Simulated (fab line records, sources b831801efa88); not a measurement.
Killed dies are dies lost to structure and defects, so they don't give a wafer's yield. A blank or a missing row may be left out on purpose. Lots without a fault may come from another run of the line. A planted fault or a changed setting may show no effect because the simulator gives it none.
fab line records | flow sky130
record lots=6 wafers=18 last_day=49
route steps=708 shown POLY_GATE@236 LDD_N@237 LDD_P@255 PAD_OPEN@708
lots that met no fault: from a run of the same line without faults
start_h: hours from the record's first day to the start of the lot's first wafer shown | wait_h: hours since the lot's step before | " the same as in the row above | L1.1+2: a row that stands for several wafers | - no value, or no start given | * or withheld: withheld | < > ~ a bound
route shown NAME@n: a module of which the file shows steps, and the number in the route of the first | usual: mean/standard deviation of fault-free wafers | same: alike in all rows | chamber/n: place in a boat | sites: the reading at each site | _std_site: their standard deviation | _edge_site: outer sites' mean less inner sites' | radius_mm: how far each site lies from the wafer's centre | mask NAME#n: copy n | behind: the tool/chamber that last shaped the wafer | hold: why the lot was held/for how many hours/how that ended | device: the transistor (n, p or np) that didn't switch | end of line: the same wafers' tests at the end of the route | a step without rows: its recipe alone | killed: dies lost to structure and defects at the first sort, not the wafer's yield | map: a wafer's dies, x killed, . not, _ none there
set.NAME: the setting as run; set.NAME@STEP: as run at that earlier step | model.NAME: the simulator's own value behind a step, which no gauge read
lots at some steps of the route; a table a step, a row a wafer
services: from which hour (start_h, from the record's first day; less than 0 if before it) a tool's chamber was out of use, for how many hours, and why
## steps
# step SKY_POLY_GATE_CD_MEAS_22
# usual cd_nm=150.7/2.2
# columns lot.wafer tool chamber start_h wait_h cd_nm
L767.1 cd_sem-02 - 379.09 0.1 154.8
L767.2 " - " " 150.9
L767.4 " - " " 152.7
L768.3 cd_sem-02 - 392.12 0.1 153.1
L768.5 " - " " 151.1
L768.6 " - " " 149.9
L773.2 cd_sem-01 - 431.40 0.1 146.9
L773.4 " - " " 149.3
L773.6 " - " " 146.8
L775.2 cd_sem-02 - 450.24 0.1 152.7
L775.4 " - " " 152.1
L775.5 " - " " 153.0
L781.1 cd_sem-01 - 509.39 0.1 149.2
L781.3 " - " " 151.2
L781.6 " - " " 148.1
L782.1 cd_sem-01 - 511.37 0.1 146.1
L782.2 " - " " 150.2
L782.3 " - " " 147.2
# step SKY_LDD_N_DEHYDRATE_00
# recipe temp_c=200 time_s=60
# step SKY_LDD_N_HMDS_01
# recipe prime_time_s=60 prime_temp_c=120
# step SKY_LDD_N_COAT_02
# recipe resist=NOVOLAK spin_rpm=3000 resist_thk_nm=300
# step SKY_LDD_N_SOFTBAKE_03
# recipe temp_c=90 time_s=60 resist=NOVOLAK
# step SKY_LDD_N_EXPOSE_04
# recipe mask_id=NTM target_cd_nm=840 na=0.6 source_shape=conventional sigma_outer=0.6 dose_mj=110
# step SKY_LDD_N_PEB_05
# recipe temp_c=withheld time_s=* resist=NOVOLAK
# step SKY_LDD_N_DEVELOP_06
# recipe develop_time_s=60 dev_temp_c=23
# step SKY_LDD_N_OVL_MEAS_07
# usual LDD_N_OVL=-0.8/1.4
# columns lot.wafer tool chamber start_h wait_h LDD_N_OVL[nm]
L767.1 overlay-01 - 408.22 0.1 -1.6
L767.2 " - " " -2.4
L767.4 " - " " -2.8
L768.3 overlay-01 - 421.05 0.1 0.5
L768.5 " - " " -2.0
L768.6 " - " " -0.1
L773.2 overlay-02 - 462.08 0.1 -0.6
L773.4 " - " " -0.9
L773.6 " - " " -0.2
L775.2 overlay-02 - 480.88 0.1 -0.6
L775.4 " - " " -0.5
L775.5 " - " " -0.1
L781.1 overlay-02 - 539.48 0.1 1.0
L781.3 " - " " 0.3
L781.6 " - " " -0.5
L782.1 overlay-02 - 541.27 0.1 -0.3
L782.2 " - " " -1.0
L782.3 " - " " -2.9
# step SKY_LDD_N_IMPLANT_08
# recipe species=As energy_kev=20 dose_cm2=7.5e+13 tilt_deg=withheld rotation_deg=23
# step SKY_LDD_N_IMPLANT_09
# recipe species=As energy_kev=20 dose_cm2=7.5e+13 tilt_deg=withheld rotation_deg=113
# step SKY_LDD_N_IMPLANT_10
# recipe species=As energy_kev=20 dose_cm2=7.5e+13 tilt_deg=withheld rotation_deg=203
# step SKY_LDD_N_IMPLANT_11
# recipe species=As energy_kev=20 dose_cm2=7.5e+13 tilt_deg=withheld rotation_deg=293
# usual rotation_deg=292.99/0.057
# same implant_ion_amu=75
# columns lot.wafer tool chamber start_h wait_h rotation_deg
L767.1 implanter-03 0 408.70 0.1 293.06
L767.2 " 0 " " 292.97
L767.4 " 0 " " 293.10
L768.3 implanter-01 0 421.57 0.1 293.03
L768.5 " 0 " " 292.98
L768.6 " 0 " " 293.05
L773.2 implanter-01 0 462.58 0.1 292.94
L773.4 " 0 " " 292.89
L773.6 " 0 " " 292.99
L775.2 implanter-03 0 481.38 0.1 292.91
L775.4 " 0 " " 293.00
L775.5 " 0 " " 293.00
L781.1 implanter-04 0 539.97 0.1 293.09
L781.3 " 0 " " 292.91
L781.6 " 0 " " 293.10
L781.1 implanter-04 0 540.29 0.3 292.97
L781.3 " 0 " " 292.92
L781.6 " 0 " " 292.90
L782.1 implanter-04 0 541.75 0.1 292.94
L782.2 " 0 " " 292.97
L782.3 " 0 " " 292.92
L782.1 implanter-04 0 542.07 0.3 292.98
L782.2 " 0 " " 292.90
L782.3 " 0 " " 293.11
# step SKY_LDD_N_IMPLANT_12
# recipe species=BF2 energy_kev=50 dose_cm2=5e+12 tilt_deg=30 rotation_deg=0
# step SKY_LDD_N_IMPLANT_13
# recipe species=BF2 energy_kev=50 dose_cm2=5e+12 tilt_deg=30 rotation_deg=90
# step SKY_LDD_N_IMPLANT_14
# recipe species=BF2 energy_kev=50 dose_cm2=5e+12 tilt_deg=30 rotation_deg=180
# step SKY_LDD_N_IMPLANT_15
# recipe species=BF2 energy_kev=50 dose_cm2=5e+12 tilt_deg=30 rotation_deg=270
# step SKY_LDD_N_STRIP_16
# recipe chemistry=O2/N2 power_w=1400 pressure_mtorr=1500 platen_temp_c=withheld o2_flow_sccm=3000 n2_flow_sccm=300 overash_fraction=0.5
# usual drypump_motor_current_A=5.83/0.18 oes_product_au=0.407/0.0045 strip_time_to_endpoint_s=4.313/0.014
# columns lot.wafer tool chamber start_h wait_h drypump_motor_current_A oes_product_au rf_hours_counter_h strip_time_to_endpoint_s
L767.1 plasma_asher-02 0 409.45 0.1 5.97 0.407 57 4.307
L767.2 " 1 " " 5.55 0.409 57 4.325
L767.4 " 1 " " 5.55 0.409 - 4.310
L768.3 plasma_asher-02 1 422.30 0.1 5.56 0.411 - 4.327
L768.5 " 1 " " 5.55 0.408 - 4.328
L768.6 " 0 " " 5.97 0.405 - 4.338
L773.2 plasma_asher-01 0 463.31 0.1 5.92 0.394 34 4.299
L773.4 " 0 " " 5.93 0.405 - 4.298
L773.6 " 1 " " 5.93 0.398 - 4.335
L775.2 plasma_asher-01 1 482.11 0.1 5.89 0.411 36 4.308
L775.4 " 1 " " 5.90 0.406 - 4.293
L775.5 " 1 " " 5.92 0.407 - 4.300
L781.1 plasma_asher-01 0 541.04 0.1 5.93 0.412 42 4.517
L781.3 " 0 " " 5.92 0.407 - 4.538
L781.6 " 0 " " 5.92 0.411 - 4.534
L782.1 plasma_asher-03 1 542.82 0.1 5.64 0.405 11 4.529
L782.2 " 0 " " 6.01 0.400 11 4.529
L782.3 " 1 " " 5.64 0.407 - 4.509
# step SKY_LDD_N_TW_MEAS_17
# usual LDD_N_TW=2583/19
# columns lot.wafer tool chamber start_h wait_h LDD_N_TW
L767.1 film_metro-02 - 409.55 0.1 2576
L767.2 " - " " 2576
L767.4 " - " " 2580
L768.3 film_metro-04 - 422.39 0.1 2575
L768.5 " - " " 2563
L768.6 " - " " 2561
L773.2 film_metro-01 - 463.42 0.1 2598
L773.4 " - " " 2600
L773.6 " - " " 2609
L775.2 film_metro-04 - 482.22 0.1 2565
L775.4 " - " " 2575
L775.5 " - " " 2575
L781.1 film_metro-01 - 541.14 0.1 2709
L781.3 " - " " 2714
L781.6 " - " " 2713
L782.1 film_metro-04 - 542.98 0.1 2673
L782.2 " - " " 2662
L782.3 " - " " 2668
# step SKY_LDD_P_DEHYDRATE_00
# recipe temp_c=200 time_s=60
# step SKY_PAD_OPEN_PROBE_99
# usual killed_at_M0_to_M3=43/6.4 killed_at_M4_up=2.8/1.7 killed_at_contacts=24/5.5 killed_at_front_end=15/4 killed_at_other=0.3/0.54 killed_dies=86/9.1 killed_open=47/6.6 killed_short=39/6.2
# same gross_dies=492 killed_at_back_side=0
# columns lot.wafer tool chamber start_h wait_h killed_at_M0_to_M3 killed_at_M4_up killed_at_contacts killed_at_front_end killed_at_other killed_dies killed_open killed_short model.etest.tip_n.rs_ohm_sq model.etest.nfet_01v8.r_on_ohm_um model.etest.nfet_01v8_lvt.drive_ua_um model.etest.res_poly.line_ohm_um model.etest.res_poly.width_nm model.etest.res_high_po.width_nm model.etest.res_xhigh_po.width_nm model.etest.ring_1v8.delay_ps
L767.1 prober-02 - 1081.55 0.1 47 3 30 11 0 91 57 34 441.6 843.8 563.9 487.6 97.96 353.4 354.3 22.11
L767.2 prober-02 - 1081.60 0.1 49 2 30 16 0 97 52 45 442.6 848.9 556.4 511.8 94.59 350.1 349.7 21.4
L767.4 prober-02 - 1081.70 0.2 45 3 26 17 0 91 43 48 439.3 859 557 511.7 95.91 352.6 351.5 21.74
L768.3 prober-01 - 1088.54 0.2 35 2 16 18 0 71 45 26 437.8 852.8 556.9 511.6 96.86 353.1 351.4 21.78
L768.5 prober-01 - 1088.64 0.2 54 2 23 20 1 100 62 38 432.4 829.8 579.1 513.8 93.71 350.5 350.6 21.01
L768.6 prober-01 - 1088.69 0.2 40 4 23 24 0 91 52 39 432.6 822.5 574.8 531 92.67 348.6 350.2 21.27
L773.2 prober-01 - 1115.64 0.1 48 0 26 19 1 94 52 42 440.2 841.5 557.5 535.9 89.14 344.6 345.7 20.69
L773.4 prober-01 - 1115.74 0.2 55 2 24 14 0 95 49 46 442.9 856.5 554.1 526.7 92.57 349.9 349.7 21.18
L773.6 prober-01 - 1115.84 0.2 43 2 34 11 0 90 44 46 443.9 833 561.1 542.4 89.83 346.3 346.1 20.87
L775.2 prober-01 - 1132.07 0.1 44 2 22 10 0 78 48 30 447.9 843.3 569.2 511.2 96.42 353.3 353 21.88
L775.4 prober-01 - 1132.17 0.2 27 9 17 16 0 69 46 23 446.8 846.5 563.9 504.9 95.04 351.6 351.8 21.61
L775.5 prober-01 - 1132.22 0.2 34 1 24 12 0 71 35 36 444.6 858.7 551.9 502.8 95.79 353.1 353.9 22.09
L781.1 prober-01 - 1163.96 0.1 41 3 31 12 0 87 54 33 390.1 808.4 593.9 533.8 92.03 346.9 346 20.91
L781.3 prober-01 - 1164.06 0.2 46 1 20 12 0 79 39 40 395.3 817.5 598.1 514.1 94.12 350.3 350.8 20.93
L781.6 prober-01 - 1164.21 0.2 55 1 15 13 0 84 45 39 389.9 796.4 613.4 539 90.81 345.8 345.9 20.2
L782.1 prober-02 - 1165.74 0.1 46 5 25 12 0 88 45 43 387 793.7 594.5 543.4 89.22 345.8 345.2 19.93
L782.2 prober-02 - 1165.79 0.1 49 3 26 11 1 90 44 46 387 795.9 599.9 520 93.18 349 348.1 20.38
L782.3 prober-02 - 1165.84 0.2 38 2 18 13 0 71 40 31 385.8 803 599.2 534.9 90.84 346.4 345.3 20.18
# killed by level:class
L767.1 LI_CONTACT:geometric_particle:open=12 CONTACT:geometric_particle:open=11 VIA3:geometric_particle:open=10 VIA1:geometric_particle:short=8 VIA1:geometric_particle:open=7 METAL1:geometric_particle:short=5 VIA2:geometric_particle:open=4 CONTACT:geometric_particle:short=4
L767.2 CONTACT:geometric_particle:open=10 VIA2:geometric_particle:open=8 VIA1:geometric_particle:open=7 VIA3:geometric_particle:open=7 LI_CONTACT:geometric_particle:open=6 METAL1:geometric_particle:short=6 VIA3:geometric_particle:short=6 LOCAL_INTERCONNECT:geometric_particle:short=5
L767.4 CONTACT:geometric_particle:open=10 VIA1:geometric_particle:open=9 VIA3:geometric_particle:open=7 CONTACT:geometric_particle:short=6 FIELD_ISO:geometric_particle:short=5 POLY_GATE:geometric_particle:short=5 METAL1:geometric_particle:short=5 VIA1:geometric_particle:short=5
L768.3 VIA1:geometric_particle:open=14 CONTACT:geometric_particle:open=7 VIA3:geometric_particle:open=6 POLY_GATE:geometric_particle:short=5 FIELD_ISO:geometric_particle:short=4 POLY_GATE:geometric_particle:open=4 LI_CONTACT:geometric_particle:open=4 CONTACT:geometric_particle:short=4
L768.5 VIA1:geometric_particle:open=13 VIA2:geometric_particle:open=13 VIA3:geometric_particle:open=10 CONTACT:geometric_particle:open=9 CONTACT:geometric_particle:short=6 METAL2:geometric_particle:short=6 FIELD_ISO:geometric_particle:short=5 POLY_GATE:geometric_particle:short=5
L768.6 CONTACT:geometric_particle:open=9 METAL2:geometric_particle:short=8 VIA1:geometric_particle:open=7 VIA2:geometric_particle:open=7 FIELD_ISO:geometric_particle:open=6 LI_CONTACT:geometric_particle:open=6 METAL4:geometric_particle:short=4 VIA3:geometric_particle:open=4
L773.2 VIA1:geometric_particle:open=13 CONTACT:geometric_particle:open=11 METAL1:geometric_particle:short=9 POLY_GATE:geometric_particle:short=7 VIA3:geometric_particle:open=7 LI_CONTACT:geometric_particle:open=6 METAL2:geometric_particle:short=5 POLY_GATE:geometric_particle:open=4
L773.4 VIA1:geometric_particle:open=17 CONTACT:geometric_particle:open=10 METAL1:geometric_particle:short=7 VIA1:geometric_particle:short=6 VIA2:geometric_particle:short=6 METAL2:geometric_particle:short=5 VIA2:geometric_particle:open=5 FIELD_ISO:geometric_particle:short=4
L773.6 CONTACT:geometric_particle:short=9 LI_CONTACT:geometric_particle:open=8 CONTACT:geometric_particle:open=8 VIA3:geometric_particle:open=8 VIA1:geometric_particle:open=6 VIA1:geometric_particle:short=6 LOCAL_INTERCONNECT:geometric_particle:short=6 VIA2:geometric_particle:open=6
L775.2 VIA1:geometric_particle:open=12 VIA3:geometric_particle:open=9 LI_CONTACT:geometric_particle:open=8 CONTACT:geometric_particle:short=5 VIA2:geometric_particle:open=5 FIELD_ISO:geometric_particle:short=4 CONTACT:geometric_particle:open=4 LI_CONTACT:geometric_particle:short=3
L775.4 VIA1:geometric_particle:open=8 VIA2:geometric_particle:open=8 LI_CONTACT:geometric_particle:open=6 VIA3:geometric_particle:open=5 POLY_GATE:geometric_particle:open=5 METAL4:geometric_particle:short=5 LOCAL_INTERCONNECT:geometric_particle:short=4 CONTACT:geometric_particle:open=4
L775.5 VIA3:geometric_particle:open=8 CONTACT:geometric_particle:short=7 CONTACT:geometric_particle:open=7 VIA1:geometric_particle:open=6 VIA1:geometric_particle:short=5 METAL1:geometric_particle:short=5 FIELD_ISO:geometric_particle:open=4 LI_CONTACT:geometric_particle:open=4
L781.1 VIA1:geometric_particle:open=14 CONTACT:geometric_particle:open=10 LI_CONTACT:geometric_particle:open=9 METAL1:geometric_particle:short=6 CONTACT:geometric_particle:short=5 FIELD_ISO:geometric_particle:open=4 VIA2:geometric_particle:open=4 FIELD_ISO:geometric_particle:short=3
L781.3 VIA1:geometric_particle:open=12 METAL2:geometric_particle:short=7 METAL1:geometric_particle:short=6 VIA1:geometric_particle:short=6 LOCAL_INTERCONNECT:geometric_particle:short=5 FIELD_ISO:geometric_particle:short=4 LI_CONTACT:geometric_particle:open=4 CONTACT:geometric_particle:open=4
L781.6 VIA1:geometric_particle:open=15 METAL2:geometric_particle:short=9 METAL1:geometric_particle:short=7 VIA1:geometric_particle:short=7 VIA3:geometric_particle:open=7 FIELD_ISO:geometric_particle:short=6 LI_CONTACT:geometric_particle:open=5 CONTACT:geometric_particle:open=5
L782.1 CONTACT:geometric_particle:open=8 VIA1:geometric_particle:open=8 VIA3:geometric_particle:open=8 VIA1:geometric_particle:short=7 VIA2:geometric_particle:open=6 CONTACT:geometric_particle:short=6 METAL1:geometric_particle:short=5 FIELD_ISO:geometric_particle:short=4
L782.2 CONTACT:geometric_particle:open=13 VIA1:geometric_particle:short=11 METAL2:geometric_particle:short=10 VIA3:geometric_particle:open=6 LI_CONTACT:geometric_particle:open=5 VIA2:geometric_particle:open=5 VIA1:geometric_particle:open=5 CONTACT:geometric_particle:short=4
L782.3 LI_CONTACT:geometric_particle:open=9 METAL2:geometric_particle:short=8 VIA1:geometric_particle:open=8 CONTACT:geometric_particle:open=5 METAL2:geometric_particle:open=4 FIELD_ISO:geometric_particle:open=4 METAL1:geometric_particle:short=4 VIA2:geometric_particle:open=4
## services
# columns tool chamber start_h hours kind
implanter-03 - 388.48 3.2 pm
plasma_asher-02 - 419.14 0.8 repair
plasma_asher-01 - 420.99 1.3 repair
plasma_asher-03 - 421.25 9.0 pm
plasma_asher-03 0 421.25 9.0 vent_cycle
plasma_asher-03 1 421.25 9.0 vent_cycle
implanter-04 - 429.36 5.8 repair
plasma_asher-03 0 430.25 - clean
plasma_asher-03 1 430.25 - clean
plasma_asher-01 - 488.50 1.9 repair
implanter-04 - 488.80 3.0 repair
implanter-04 - 491.83 3.5 pm
implanter-03 - 523.86 2.6 repair
## key
first_sign step=SKY_LDD_N_IMPLANT_11 reading=visit direction=added
effect step=SKY_LDD_N_STRIP_16 reading=strip_time_to_endpoint_s direction=up sigmas=15 usual=* struck=*
effect step=SKY_LDD_N_TW_MEAS_17 reading=LDD_N_TW direction=up sigmas=5.6 usual=2583 struck=2690
model_effect step=SKY_PAD_OPEN_PROBE_99 value=etest.tip_n.rs_ohm_sq without=444.3 struck=389.2
met_at SKY_LDD_N_IMPLANT_11
struck_wafers L781.1,L781.3,L781.6,L782.1,L782.2,L782.3
tester_left_out L781,L782
loop_trim step=SKY_POLY_GATE_EXPOSE_10 setting=dose lots=L781,L782
fault kind=repeated_step_whole tool=implanter-01,implanter-03,implanter-04 chamber=- onset_h=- steps=SKY_LDD_N_IMPLANT_11 times=1 scope=struck_lots_only
# tester_left_out: of these lots the tester's yield and bins aren't shown, on N5 and GAA mostly nor the transistor test; their killed dies are dies lost to structure and defects alone, not to doping, threshold or leakage, so they don't give the yield
# loop_trim: a control loop set the setting to another value than it would have without faults
